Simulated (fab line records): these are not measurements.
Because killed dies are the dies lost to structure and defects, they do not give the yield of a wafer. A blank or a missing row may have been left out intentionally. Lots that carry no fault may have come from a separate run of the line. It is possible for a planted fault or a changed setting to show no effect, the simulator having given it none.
fab line records ; flow sky130
[record] lots = 4; wafers = 12; lastDay = 50
route steps=708 shown VIA2@527 METAL3@532 CAPM@537 PAD_OPEN@708
lots with no fault: from the same line, run without faults
startH: hours from the record's first day to the start of the lot's first wafer shown ; waitH: hours elapsed since this lot's preceding step ; " as in the row above ; L1.1+2: several wafers, shown together as one row ; - either no value or no given start ; * or withheld: withheld ; < > ~ a bound
route shown NAME@n: a module of which the file shows steps, and the number in the route of the first ; usual: mean/standard deviation of fault-free wafers ; same: alike in all rows ; chamber/n: place in a boat ; sites: each site's reading ; _std_site: standard deviation of those values ; _edge_site: the outer-site mean with the inner-site mean subtracted ; radiusMm: how far each site lies from the wafer's centre ; mask NAME#n: copy n ; behind: the tool/chamber that last shaped the wafer ; hold: what put the lot on hold/how long, in hours/how the hold closed ; device: which transistor (n, p or np) failed to switch ; end of line: tests run on the same wafers once the route is complete ; step lacking rows: just its recipe ; killed: dies lost to structure and defects at the first sort, not the wafer's yield ; map: per-die view of a wafer (x killed, . not killed, _ where there is no die)
set.NAME: the setting as run; set.NAME@STEP: as run at that earlier step ; model.NAME: the simulator's own value behind a step, which no gauge read
lots at some steps of the route; a table a step, a row a wafer
services: the hour from which a tool's chamber was out of use, counted from the record's first day as startH (under 0 if before that day), plus the number of hours and why
[[steps]]
[step SKY_VIA2_SPUTTER_20]
[recipe] material = TiN; targetThkNm = 20; chamberPressurePa = 5; powerW = 4000; timeS = 80
[step SKY_VIA2_CVD_21]
[recipe] material = W; targetThkNm = 420; timeS = 126.4; tempC = 400; pressureTorr = 40
[step SKY_VIA2_CMP_24]
[recipe] stopOn = SiO2; tOverpolishS = 20; downForcePsi = 3.5; platenRpm = 60; targetThkNm = 0; padVelocityMS = 0.94248
[step SKY_METAL3_SPUTTER_00]
[recipe] material = Ti; targetThkNm = 15; powerW = 3000; timeS = 10; chamberPressurePa = 0.4
[step SKY_METAL3_SPUTTER_01]
[recipe] material = TiN; targetThkNm = 20; powerW = 6500; timeS = 16.7; chamberPressurePa = 0.4
[step SKY_METAL3_SPUTTER_02]
[recipe] material = AlCu; targetThkNm = 735; powerW = 10600; timeS = 39.1; chamberPressurePa = 0.4
[step SKY_METAL3_SPUTTER_03]
[recipe] material = Ti; targetThkNm = 5; powerW = 3000; timeS = 3.3; chamberPressurePa = 0.4
[step SKY_METAL3_SPUTTER_04]
[recipe] material = TiN; targetThkNm = 70; powerW = 6500; timeS = 58.3; chamberPressurePa = 0.4
[step SKY_CAPM_CVD_00]
[recipe] material = SiO2; targetThkNm = 15.5; tempC = 400; timeS = withheld; rfW = 450
[step SKY_CAPM_SPUTTER_02]
[recipe] material = TiN; targetThkNm = 200; tempC = 300; powerW = 6500; timeS = 166.7; chamberPressurePa = 0.4
[usual] cathodeDcPowerW = 6500.0/1.2; throttleValvePct = 30.3/0.94
lot.wafer;tool;chamber;startH;waitH;cathodeDcPowerW;throttleValvePct;model.TiN_of_CAPM_SPUTTER_02.thkNm
L247.1;pvdSputter-03;-;917.61;0.1;6500.4;29.3;198.6
L247.2;pvdSputter-03;-;917.61;0.1;6499.4;30.6;197.9
L247.4;pvdSputter-03;-;917.61;0.1;6498.8;31.4;198.8
L258.1;pvdSputter-03;-;987.39;0.1;6289.6;29.4;192.9
L258.2;pvdSputter-03;-;987.39;0.1;6500.5;31.3;198.6
L258.3;pvdSputter-03;-;987.39;0.1;6502.6;31.1;199.6
L260.3;pvdSputter-03;-;1005.20;0.0;6502.7;31.6;200.7
L260.5;pvdSputter-03;-;1005.20;0.0;6500.1;31.0;200.7
L260.6;pvdSputter-03;-;1005.20;0.0;6289.2;29.5;193.8
L261.1;pvdSputter-04;-;1010.18;0.1;6499.3;30.7;200.8
L261.2;pvdSputter-04;-;1010.18;0.1;6500.7;31.3;200.2
L261.6;pvdSputter-04;-;1010.18;0.1;6499.4;29.6;200
[step SKY_CAPM_RS_MEAS_03]
[recipe] thkMeasGauge = four-point-probe; reads = TiN_of_CAPM_SPUTTER_02
[usual] CAPM_TIN_RS = 6.92/0.067
lot.wafer;tool;chamber;startH;waitH;CAPM_TIN_RS[ohm/sq]
L247.1;filmMetro-04;-;917.72;0.1;6.95
L247.2;filmMetro-04;-;917.72;0.1;6.99
L247.4;filmMetro-04;-;917.72;0.1;6.97
L258.1;filmMetro-02;-;987.50;0.1;7.16
L258.2;filmMetro-02;-;987.50;0.1;6.96
L258.3;filmMetro-02;-;987.50;0.1;6.91
L260.3;filmMetro-04;-;1005.35;0.1;6.89
L260.5;filmMetro-04;-;1005.35;0.1;6.90
L260.6;filmMetro-04;-;1005.35;0.1;7.14
L261.1;filmMetro-04;-;1010.29;0.1;6.88
L261.2;filmMetro-04;-;1010.29;0.1;6.90
L261.6;filmMetro-04;-;1010.29;0.1;6.91
[step SKY_CAPM_THK_MEAS_04]
[recipe] thkMeasGauge = xrf; reads = TiN_of_CAPM_SPUTTER_02
[usual] CAPM_TIN_THK = 198.1/2.2
lot.wafer;tool;chamber;startH;waitH;CAPM_TIN_THK[nm]
L247.1;filmMetro-04;-;917.84;0.1;197.3
L247.2;filmMetro-04;-;917.84;0.1;195.9
L247.4;filmMetro-04;-;917.84;0.1;196.2
L258.1;filmMetro-02;-;987.62;0.1;189.7
L258.2;filmMetro-02;-;987.62;0.1;195.4
L258.3;filmMetro-02;-;987.62;0.1;197.2
L260.3;filmMetro-04;-;1005.45;0.1;198.7
L260.5;filmMetro-04;-;1005.45;0.1;199.2
L260.6;filmMetro-04;-;1005.45;0.1;192.5
L261.1;filmMetro-04;-;1010.41;0.1;199.1
L261.2;filmMetro-04;-;1010.41;0.1;198.8
L261.6;filmMetro-04;-;1010.41;0.1;199.2
[step SKY_CAPM_DEHYDRATE_05]
[recipe] tempC = 200; timeS = 60
[step SKY_CAPM_HMDS_06]
[recipe] primeTimeS = 60; primeTempC = 120
[step SKY_CAPM_COAT_07]
[recipe] resist = NOVOLAK; spinRpm = 3000; resistThkNm = 1140
[step SKY_CAPM_SOFTBAKE_08]
[recipe] tempC = 90; timeS = 60; resist = NOVOLAK
[step SKY_CAPM_EXPOSE_09]
[recipe] maskId = CAPM; na = 0.6; sourceShape = conventional; sigmaOuter = 0.6; polarization = unpolarized; targetCdNm = 1000; doseMj = 159
[step SKY_CAPM_PEB_10]
[recipe] tempC = withheld; timeS = *; resist = NOVOLAK
[step SKY_CAPM_DEVELOP_11]
[recipe] resist = NOVOLAK; developer = TMAH; developTimeS = 60; devTempC = 23
[step SKY_CAPM_METAL_ETCH_13]
[recipe] targetDepthNm = 220; stopOn = SiO2; chemistry = Cl2/BCl3; target = TiN; pressureMtorr = 10; icpW = 900; biasW = 48.5; Cl2_flow_sccm = 60; bcl3FlowSccm = 30; timeS = 62.9
[usual] drypumpMotorCurrentA = 5.5/0.31; oesProductAu = 0.940/0.0064; throttleValvePct = 21.902/0.0095
lot.wafer;tool;chamber;startH;waitH;drypumpMotorCurrentA;oesProductAu;rfHoursCounterH;throttleValvePct;model.CAPM.featureDepthNm;model.etch.depthNm
L247.1;rieMetal-01;1;942.52;0.0;5.3;0.934;12;21.902;198.6;198.6
L247.2;rieMetal-01;0;942.52;0.0;5.8;0.936;15;21.900;197.9;197.9
L247.4;rieMetal-01;0;942.52;0.0;5.8;0.932;-;21.904;198.8;198.8
L258.1;rieMetal-03;0;1010.67;0.0;5.6;0.925;13;21.916;192.9;192.9
L258.2;rieMetal-03;1;1010.67;0.0;5.8;0.938;14;21.891;198.6;198.6
L258.3;rieMetal-03;0;1010.67;0.0;5.6;0.945;-;21.907;199.6;199.6
L260.3;rieMetal-04;1;1027.75;0.1;5.7;0.938;-;21.887;200.7;200.7
L260.5;rieMetal-04;1;1027.75;0.1;5.7;0.950;-;21.916;200.7;200.7
L260.6;rieMetal-04;0;1027.75;0.1;4.9;0.923;-;21.894;193.8;193.8
L261.1;rieMetal-03;1;1033.29;0.0;5.7;0.938;15;21.917;200.8;200.8
L261.2;rieMetal-03;0;1033.29;0.0;5.6;0.941;14;21.899;200.2;200.2
L261.6;rieMetal-03;0;1033.29;0.0;5.6;0.940;-;21.923;200;200
[step SKY_CAPM_STRIP_14]
[recipe] chemistry = O2/N2; powerW = 1400; pressureMtorr = 1500; platenTempC = withheld; o2FlowSccm = 3000; n2FlowSccm = 300; overashFraction = 0.5
[step SKY_CAPM_STRIP_15]
[recipe] chemistry = postEtchResidueRemover; timeS = 1200; tempC = 72.5
[step SKY_CAPM_CLEAN_16]
[recipe] chemistry = IPA; timeS = 180; tempC = 25
[step SKY_CAPM_CLEAN_17]
[recipe] chemistry = O3/DIW; dry = n2Spin
[step SKY_METAL3_DEHYDRATE_05]
[recipe] tempC = 200; timeS = 60
[step SKY_METAL3_HMDS_06]
[recipe] primeTimeS = 60; primeTempC = 120
[step SKY_METAL3_COAT_07]
[recipe] resist = BARC; tempC = withheld; timeS = withheld; spinRpm = 3000; resistThkNm = 60
[step SKY_METAL3_COAT_08]
[recipe] resist = KrF-thick; spinRpm = 3000; resistThkNm = 1140
[step SKY_METAL3_SOFTBAKE_09]
[recipe] tempC = 100; timeS = 90; resist = KrF-thick
[step SKY_METAL3_EXPOSE_10]
[recipe] maskId = MM3; na = 0.68; sourceShape = annular; sigmaInner = 0.4; sigmaOuter = 0.8; targetCdNm = 300; doseMj = 28
[step SKY_METAL3_PEB_11]
[recipe] pebTempC = withheld; pebTimeS = withheld; resist = KrF-thick
[step SKY_METAL3_DEVELOP_12]
[recipe] developTimeS = 60; resist = KrF-thick; devTempC = 21
[step SKY_METAL3_DESCUM_15]
[recipe] chemistry = O2; sourcePowerW = 150; biasPowerW = 0; pressureMtorr = 10; tempC = 40; timeS = 8
[step SKY_METAL3_ETCH_16]
[recipe] chemistry = N2/H2; target = BARC; ionEnergyEv = 200; biasW = 100; pressureMtorr = 30; n2FlowSccm = 100; h2FlowSccm = 200; icpW = 500; stopOn = SiO2; timeS = 88.2; targetDepthA = 600
[step SKY_METAL3_ETCH_17]
[recipe] target = SiO2; stopOn = TiN; chemistry = C4F8/O2/Ar; sourceW = 1500; biasW = 1200; pressureMtorr = 40; c4f8FlowSccm = withheld; O2_flow_sccm = 6; Ar_flow_sccm = 300; timeS = 3.9; targetDepthA = 150
[step SKY_METAL3_METAL_ETCH_18]
[recipe] targetDepthA = 8450; stopOn = SiO2; overEtchFrac = 0.3; timeS = 183.1; chemistry = Cl2/BCl3; resistSidewallDeg = 88; pressureMtorr = 10; icpW = 900; biasW = 48.5; Cl2_flow_sccm = 60; bcl3FlowSccm = 30
[step SKY_METAL3_STRIP_20]
[recipe] chemistry = postEtchResidueRemover; timeS = 1200; tempC = 72.5
[usual] bathGuardTempC = 72.8/0.43; tempC = 72.50/0.12
lot.wafer;tool;chamber;startH;waitH;bathGuardTempC;tempC;model.TiN_of_CAPM_SPUTTER_02.thkNm
L247.1;wetBench-01;1;967.78;0.1;72.9;72.57;197.7
L247.2;wetBench-01;1;967.78;0.1;73.1;72.39;197.1
L247.4;wetBench-01;1;967.78;0.1;73.1;72.44;197.9
L258.1;wetBench-03;1;1034.94;0.1;72.2;72.67;192
L258.2;wetBench-03;1;1034.94;0.1;72.1;72.64;197.8
L258.3;wetBench-03;1;1034.94;0.1;72.3;72.61;198.8
L260.3;wetBench-01;3;1053.01;0.0;72.5;72.67;199.8
L260.5;wetBench-01;3;1053.01;0.0;72.1;72.50;199.9
L260.6;wetBench-01;3;1053.01;0.0;72.0;72.52;193
L261.1;wetBench-01;2;1056.98;0.1;73.0;72.50;200
L261.2;wetBench-01;2;1056.98;0.1;72.8;72.58;199.3
L261.6;wetBench-01;2;1056.98;0.1;73.1;72.54;199.1
[step SKY_PAD_OPEN_PROBE_99]
[usual] defectLimitedYield = 82.0/2.1; killed_at_M0_to_M3 = 45/7; killed_at_M4_up = 3.4/1.8; killedAtContacts = 24/5.4; killedAtFrontEnd = 16/4.8; killedAtOther = 0.4/0.62; killedDies = 89/10; killedOpen = 48/7.2; killedShort = 40/6.3; sort_bin_3_pad_short = 0.9/0.39; sort_bin_5_function = 10.7/1.5; sort_bin_6_memory = 6.4/1.1; sortNPass = 403/10; sortYieldPct = 82.0/2.1
[same] grossDies = 492; killedAtBackSide = 0; sort_bin_4_leakage[%] = 0; sort_bin_8_speed[%] = 0
lot.wafer;tool;chamber;startH;waitH;defectLimitedYield[%];killed_at_M0_to_M3;killed_at_M4_up;killedAtContacts;killedAtFrontEnd;killedAtOther;killedDies;killedOpen;killedShort;sort_bin_3_pad_short[%];sort_bin_5_function[%];sort_bin_6_memory[%];sortNPass;sortYieldPct[%];model.etest.capMim.plateOhmSq
L247.1;prober-01;-;1129.37;0.1;83.5;41;2;30;8;0;81;55;26;0.6;9.1;6.7;411;83.5;6.11
L247.2;prober-01;-;1129.42;0.1;77.8;51;6;28;23;1;109;64;45;1.2;13.4;7.5;383;77.8;6.098
L247.4;prober-01;-;1129.52;0.2;80.7;53;3;28;10;1;95;57;37;0.2;11.8;7.3;397;80.7;6.093
L258.1;prober-02;-;1180.74;0.1;81.7;48;7;18;17;0;90;52;38;1.4;12.0;4.9;402;81.7;6.223
L258.2;prober-02;-;1180.79;0.1;81.1;44;4;28;17;0;93;60;33;1.2;10.4;7.3;399;81.1;6.101
L258.3;prober-02;-;1180.84;0.2;78.3;53;4;32;18;0;107;59;48;1.6;11.4;8.7;385;78.3;6.036
L260.3;prober-02;-;1193.96;0.2;82.3;44;3;21;17;2;87;42;43;0;11.6;6.1;405;82.3;5.941
L260.5;prober-02;-;1194.06;0.2;85.6;37;4;20;9;1;71;35;35;1.0;8.5;4.9;421;85.6;6.03
L260.6;prober-02;-;1194.11;0.2;85.2;34;3;21;15;0;73;34;39;1.0;10.0;3.9;419;85.2;6.148
L261.1;prober-01;-;1196.17;0.1;84.1;35;1;30;12;0;78;41;37;0.4;9.1;6.3;414;84.1;6.037
L261.2;prober-01;-;1196.22;0.1;82.7;41;3;27;14;0;85;48;37;0.8;8.3;8.1;407;82.7;6.019
L261.6;prober-01;-;1196.42;0.2;79.5;45;7;29;20;0;101;55;46;0.4;12.4;7.7;391;79.5;5.927
// killed by level:class
L247.1 CONTACT:geometricParticle:open=15 VIA1:geometricParticle:open=11 VIA3:geometricParticle:open=9 VIA2:geometricParticle:open=8 LI_CONTACT:geometricParticle:open=6 CONTACT:geometricParticle:short=4 METAL2:geometricParticle:short=4 LI_CONTACT:geometricParticle:short=3
L247.2 VIA1:geometricParticle:open=17 LI_CONTACT:geometricParticle:open=13 VIA1:geometricParticle:short=9 CONTACT:geometricParticle:open=9 FIELD_ISO:geometricParticle:short=8 FIELD_ISO:geometricParticle:open=7 VIA2:geometricParticle:open=6 METAL2:geometricParticle:short=5
L247.4 VIA1:geometricParticle:open=14 VIA3:geometricParticle:open=11 CONTACT:geometricParticle:open=10 LI_CONTACT:geometricParticle:open=9 VIA3:geometricParticle:short=8 METAL1:geometricParticle:short=5 LI_CONTACT:geometricParticle:short=4 VIA2:geometricParticle:open=4
L258.1 VIA1:geometricParticle:open=9 VIA3:geometricParticle:open=8 LI_CONTACT:geometricParticle:open=6 FIELD_ISO:geometricParticle:open=5 CONTACT:geometricParticle:short=5 VIA1:geometricParticle:short=5 METAL2:geometricParticle:short=5 METAL2:geometricParticle:open=5
L258.2 VIA3:geometricParticle:open=11 CONTACT:geometricParticle:open=11 LI_CONTACT:geometricParticle:open=8 VIA1:geometricParticle:open=7 FIELD_ISO:geometricParticle:open=5 METAL1:geometricParticle:short=5 VIA2:geometricParticle:open=5 POLY_GATE:geometricParticle:open=4
L258.3 CONTACT:geometricParticle:open=12 VIA2:geometricParticle:open=11 LI_CONTACT:geometricParticle:open=9 VIA1:geometricParticle:open=9 FIELD_ISO:geometricParticle:short=6 METAL2:geometricParticle:short=6 METAL3:geometricParticle:short=6 LOCAL_INTERCONNECT:geometricParticle:short=5
L260.3 CONTACT:geometricParticle:open=10 METAL1:geometricParticle:short=7 VIA2:geometricParticle:open=7 METAL2:geometricParticle:short=6 METAL1:geometricParticle:open=5 VIA3:geometricParticle:open=5 POLY_GATE:geometricParticle:open=4 POLY_GATE:geometricParticle:short=4
L260.5 VIA1:geometricParticle:open=9 METAL1:geometricParticle:short=7 LI_CONTACT:geometricParticle:open=6 CONTACT:geometricParticle:open=6 VIA1:geometricParticle:short=6 POLY_GATE:geometricParticle:short=4 CONTACT:geometricParticle:short=4 METAL2:geometricParticle:short=4
L260.6 METAL2:geometricParticle:short=8 LI_CONTACT:geometricParticle:open=6 CONTACT:geometricParticle:open=6 METAL1:geometricParticle:short=6 VIA1:geometricParticle:open=5 LOCAL_INTERCONNECT:geometricParticle:short=4 SPACER:geometricParticle:short=3 FIELD_ISO:geometricParticle:open=3
L261.1 CONTACT:geometricParticle:open=9 VIA1:geometricParticle:open=7 CONTACT:geometricParticle:short=6 LI_CONTACT:geometricParticle:open=6 LOCAL_INTERCONNECT:geometricParticle:short=6 METAL1:geometricParticle:short=5 VIA1:geometricParticle:short=5 VIA2:geometricParticle:open=5
L261.2 VIA1:geometricParticle:open=12 VIA2:geometricParticle:open=9 CONTACT:geometricParticle:short=8 CONTACT:geometricParticle:open=8 POLY_GATE:geometricParticle:short=6 VIA3:geometricParticle:open=6 LI_CONTACT:geometricParticle:open=5 LOCAL_INTERCONNECT:geometricParticle:short=3
L261.6 VIA1:geometricParticle:open=15 LI_CONTACT:geometricParticle:open=10 LOCAL_INTERCONNECT:geometricParticle:short=8 VIA1:geometricParticle:short=7 VIA3:geometricParticle:open=6 VIA2:geometricParticle:open=6 FIELD_ISO:geometricParticle:open=5 CONTACT:geometricParticle:open=5
[[services]]
tool;chamber;startH;hours;kind
rieMetal-04;0;894.37;-;clean
rieMetal-04;0;894.37;20.2;scheduledDown
rieMetal-04;0;894.37;20.2;ventCycle
rieMetal-04;1;914.76;-;clean
rieMetal-04;1;914.76;20.4;scheduledDown
rieMetal-04;1;914.76;20.4;ventCycle
pvdSputter-04;0;960.80;-;consumableReplace:kit
pvdSputter-04;0;960.80;18.0;scheduledDown
pvdSputter-04;0;960.80;18.0;ventCycle
wetBench-03;-;981.58;0.5;repair
pvdSputter-04;-;993.37;5.6;repair
rieMetal-01;0;1005.64;-;clean
rieMetal-01;0;1005.64;21.3;scheduledDown
rieMetal-01;0;1005.64;21.3;ventCycle
rieMetal-03;0;1016.32;1.0;repair
rieMetal-01;1;1027.66;45.5;repair
pvdSputter-03;-;1053.29;4.0;repair
pvdSputter-03;-;1054.10;0.7;repair
[[key]]
[firstSign] step = SKY_CAPM_SPUTTER_02; reading = cathodeDcPowerW; direction = down; sigmas = 99+; usual = 6500.0; struck = 6289.4
[effect] step = SKY_CAPM_RS_MEAS_03; reading = CAPM_TIN_RS; direction = up; sigmas = 3.5; usual = 6.92; struck = 7.15
[effect] step = SKY_CAPM_THK_MEAS_04; reading = CAPM_TIN_THK; direction = down; sigmas = 3.2; usual = 198.1; struck = 191.1
[modelEffect] step = SKY_CAPM_SPUTTER_02; value = TiN_of_CAPM_SPUTTER_02.thkNm; without = 199.8; struck = 193.4
[modelEffect] step = SKY_CAPM_METAL_ETCH_13; value = CAPM.featureDepthNm; without = 199.8; struck = 193.4
[modelEffect] step = SKY_METAL3_STRIP_20; value = TiN_of_CAPM_SPUTTER_02.thkNm; without = 199; struck = 192.5
[modelEffect] step = SKY_PAD_OPEN_PROBE_99; value = etest.capMim.plateOhmSq; without = 5.985; struck = 6.186
metAt SKY_CAPM_SPUTTER_02
struckWafers L258.1,L260.6
onsetBetween 917.61 987.39
[fault] kind = processParameterDrift; tool = pvdSputter-03; chamber = -; onsetH = 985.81; steps = SKY_CAPM_SPUTTER_02; channel = powerW; offset = *; shape = step; endH = 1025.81; actsIn = *; stated = *; scope = struckWafersOnly
